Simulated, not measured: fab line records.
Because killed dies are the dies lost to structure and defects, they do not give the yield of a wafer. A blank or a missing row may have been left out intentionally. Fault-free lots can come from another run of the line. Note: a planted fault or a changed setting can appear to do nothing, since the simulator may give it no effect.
One fault through the eyes of 2 desks -- flow gf180mcu -- every desk sees just its own numbers, and what lay behind them comes last

## METROLOGY DESK
Means of the sampled wafers that have a number, per lot and without regard to the tool the lot ran on: this is what the gauges read. A lot is out of limits, marked OUT, if its mean lies more than 4 standard deviations from the usual mean; the brackets give that distance.
Columns: A = V5_BOW at GF_V5_BOW_MEAS_05, usual 133 um; B = V5_W_RS at GF_V5_RS_MEAS_24, usual 0.329 ohm/sq; C = cd_nm at GF_TOP_METAL_CD_MEAS_14, usual 439.7 nm
lot,first seen here,A,B,C
L165,day 26 16:46,133,0.327,444.3
L166,day 27 13:50,126,0.327,437.8
L167,day 28 07:57,147,0.325,438.5
L169,day 28 12:02,128,0.326,440.9
L170,day 28 16:37,139,0.333,440.0
L171,day 29 06:39,150,0.330,442.2
L172,day 29 23:01,137,0.334,441.6
L176,day 30 07:13,126,0.333,441.7
L177,day 30 18:06,130,0.335,439.4
L178,day 31 00:14,139,0.332,440.9
L182,day 31 22:59,139,0.326,434.9
L183,day 32 14:19,129,0.333,441.9
L186,day 33 01:03,129,0.327,438.3
L187,day 33 06:34,125,0.323,439.0
This desk's finding: nothing out of limits on any of the 14 lots.

## AT THE TOOL OWNER'S DESK: litho_track-02
The tool's own readings at GF_PASSIVATION_HMDS_05 (prime time 60 s): means of the sampled wafers that have a number, for each lot that ran on this tool. A lot is out of limits, marked OUT, if its mean lies more than 4 standard deviations from the usual mean; the brackets give that distance.
Columns: A = prime_temp_c at GF_PASSIVATION_HMDS_05, usual 119.99 C
lot,first seen here,A
L171,day 31 07:39,120.11
L176,day 32 07:21,125.44 (+42) OUT
L177,day 32 16:54,125.23 (+40) OUT
This desk finds L176, L177 out of limits, L176 being first, at day 32 07:21 (prime_temp_c at GF_PASSIVATION_HMDS_05). L171: within limits.

## TAKEN TOGETHER
An alarm could have come from the tool owner's desk at day 32 07:21, on L176, L177.
Nothing out of limits was seen by the metrology desk.
The metrology desk holds a record of L176, L177, inside its limits.
The lots listed all ran GF_PASSIVATION_HMDS_05 on litho_track-02.

## WHAT THE SIMULATOR HAD INSERTED
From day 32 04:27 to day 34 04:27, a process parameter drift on litho_track-02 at GF_PASSIVATION_HMDS_05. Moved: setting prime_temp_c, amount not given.
Lots struck among those shown: L176, L177.
Time in hours from fault onset to the first out-of-limits reading at each desk: the tool owner's desk, 3.
